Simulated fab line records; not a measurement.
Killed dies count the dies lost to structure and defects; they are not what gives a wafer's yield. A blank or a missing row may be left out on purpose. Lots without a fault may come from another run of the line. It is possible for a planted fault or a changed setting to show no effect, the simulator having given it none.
Comparing a struck lot with a sound one || flow sky130 || 22 out of 708 route steps
Sound: wafers L953.3, L953.5, L953.6. The struck wafers were L957.2, L957.5, L957.6. The cause comes at the end.
Order at every step that has rows: each side's tool, ch and its chambers, its first start. Under that, the readings that differ: sound wafers || struck wafers || difference of the means || sigmas: that difference in standard deviations of wafers without a fault.
alike: words and numbers the same on both sides, and readings whose means are apart by under 2 such deviations; not compared: readings that were withheld, readings missing a value for some wafer, numbers with overlapping values and no deviation given by the record, and bounds like >300 which may hide the same value.
A row with sigmas, a row that says differs or no value, or rows on one side alone: a step with any of these is where the two part. Numbers that have no deviation but don't overlap get no sigmas and don't part them. A reading that every wafer of one side lacks parts them only if that side has two wafers or more.

first, 2 steps without rows for these wafers: SKY_RES_PROTECT_DEVELOP_06 (develop time 60 s); SKY_POLY_GATE_IMPLANT_02.
SKY_RES_PROTECT_STRIP_07: strips in O2/N2.
  sound on plasma asher-01 ch 0,1, day 16 05:11; struck on plasma asher-03 ch 0,1, day 17 09:52
  alike: drypump motor current A, oes product au, strip time to endpoint s
  not compared: rf hours counter h
SKY_RES_PROTECT_TW_MEAS_08:
  sound: film metro-02 at day 16 05:17; struck: film metro-02 at day 17 09:59
  alike: POLY_GATE_TW
then, 2 steps without rows for these wafers: SKY_RES_PROTECT_CLEAN_09 (cleans in SC1/SC2, time 150 s); SKY_POLY_GATE_CVD_03 (deposits Si3N4 from DCS/NH3, target thk 75 nm, time 1290 s).
SKY_POLY_GATE_THK_MEAS_04:
  sound: film metro-01 at day 16 07:40; struck: film metro-04 at day 17 11:27
  alike: POLY_GATE_CVD_03_THK
then, 5 steps without rows for these wafers: SKY_POLY_GATE_DEHYDRATE_05 (time 60 s); SKY_POLY_GATE_HMDS_06 (prime time 60 s); SKY_POLY_GATE_COAT_07 (resist thk 110 nm); SKY_POLY_GATE_COAT_08 (resist thk 450 nm); SKY_POLY_GATE_SOFTBAKE_09 (time 86.89 s).
SKY_POLY_GATE_EXPOSE_10: exposes mask P1M, target cd 150 nm.
  sound on krf scanner-01 ch 0, day 16 21:22; struck on krf scanner-01 ch 0, day 18 02:28
{"reading": "exposure dose mJ cm2", "sound": "28.036 28.031 28.043", "struck": "30.160 30.133 30.106", "difference": "+2.096", "sigmas": "+78"}
  alike: mask
then, 2 steps without rows for these wafers: SKY_POLY_GATE_PEB_11; SKY_POLY_GATE_DEVELOP_12 (develop time 60 s).
SKY_POLY_GATE_CD_MEAS_13 targets a cd of 150 nm.
  sound: cd sem-02 at day 17 11:33; struck: cd sem-02 at day 18 17:23
{"reading": "cd nm (nm)", "sound": "151.2 151.9 152.7", "struck": "138.0 136.2 135.9", "difference": -15.2, "sigmas": -13}
SKY_POLY_GATE_OVL_MEAS_14:
  sound: overlay-01 at day 17 11:38; struck: overlay-01 at day 18 17:29
  alike: POLY_GATE_OVL
SKY_POLY_GATE_ETCH_15: etches BARC in N2/H2, stops on SiO2, time 118.5 s, target depth 110 nm.
  sound on rie diel-01 ch 0,1, day 17 11:40; struck on rie diel-02 ch 0,3, day 18 17:31
{"reading": "model.POLY_GATE.cd nm (nm)", "sound": "150.1 151.2 149.4", "struck": "138.3 136.4 135.3", "difference": -13.6, "sigmas": ""}
  alike: drypump motor current A, oes product au, throttle valve pct
  not compared: rf hours counter h
SKY_POLY_GATE_ETCH_16: etches Si3N4 in CH3F/O2, stops on poly-Si, time 147.5 s, target depth 75 nm.
  sound on rie diel-01 ch 0,1, day 17 11:44; struck on rie diel-02 ch 0,3, day 18 17:35
  alike: drypump motor current A, oes product au, throttle valve pct
  not compared: rf hours counter h
SKY_POLY_GATE_ETCH_17: etches poly-Si in HBr/Cl2, stops on SiO2, target depth 180 nm, time 70.5 s.
  sound on rie si-02 ch 1,2, day 17 11:50; struck on rie si-01 ch 1,2, day 18 17:41
{"reading": "model.POLY_GATE.cd nm (nm)", "sound": "150.2 151.3 150.1", "struck": "139.4 138.4 136.9", "difference": -12.3, "sigmas": ""}
  alike: drypump motor current A, oes product au, throttle valve pct
  not compared: rf hours counter h
SKY_POLY_GATE_STRIP_18: strips in O2/N2.
  sound on plasma asher-03 ch 0,1, day 17 11:56; struck on plasma asher-01 ch 0,1, day 18 17:45
  alike: drypump motor current A, oes product au, strip time to endpoint s
  not compared: rf hours counter h
-- the record jumps here: 29 days lie between the struck wafers' starts before and after (it left off in module POLY_GATE and takes up again in module PAD_OPEN, whose first step shown is number 708 of the route) --
SKY_PAD_OPEN_PROBE_99:
  sound: prober-02 at day 46 17:25; struck: prober-01 at day 47 11:59
{"reading": "model.etest.pfet_01v8.r on ohm um", "sound": "2972 2933 2934", "struck": "2669 2669 2680", "difference": -274, "sigmas": ""}
{"reading": "model.etest.pfet g5v0d10v5.r on ohm um", "sound": "4846 4770 4842", "struck": "4647 4633 4607", "difference": -190, "sigmas": ""}
{"reading": "model.etest.res poly.line ohm um", "sound": "511.8 513.2 524.2", "struck": "571 596.6 596.4", "difference": "+72", "sigmas": ""}
{"reading": "model.etest.nfet_01v8.r on ohm um", "sound": "840.2 845.9 833.8", "struck": "800.2 795.4 789.2", "difference": -45.0, "sigmas": ""}
{"reading": "model.etest.nfet g5v0d10v5.r on ohm um", "sound": "1906 1885 1896", "struck": "1835 1834 1820", "difference": -66, "sigmas": ""}
{"reading": "model.etest.sonos uncharged.r on ohm um", "sound": "829.1 823 822.3", "struck": "773.6 762.2 772.1", "difference": -55.5, "sigmas": ""}
{"reading": "model.etest.nfet_01v8_lvt.drive ua um", "sound": "576.5 568 580.3", "struck": "593.4 597.9 601.4", "difference": "+22.6", "sigmas": ""}
  alike: killed_at_M0_to_M3, killed_at_M4_up, killed at contacts, killed at front end, killed at other, killed dies, killed open, killed short
  not compared: model.etest.res high po.line ohm um

## WHERE THEY PART
First at SKY_POLY_GATE_EXPOSE_10; last, within this record, at SKY_POLY_GATE_CD_MEAS_13. Later steps at which nothing parts them and some readings are alike: SKY_POLY_GATE_OVL_MEAS_14, SKY_POLY_GATE_ETCH_15, SKY_POLY_GATE_ETCH_16, SKY_POLY_GATE_ETCH_17, SKY_POLY_GATE_STRIP_18, SKY_PAD_OPEN_PROBE_99.

WHY: what had been put in by the simulator
Process parameters drifting: krf scanner-01 at SKY_POLY_GATE_EXPOSE_10, beginning at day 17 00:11. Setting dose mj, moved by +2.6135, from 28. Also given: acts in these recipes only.
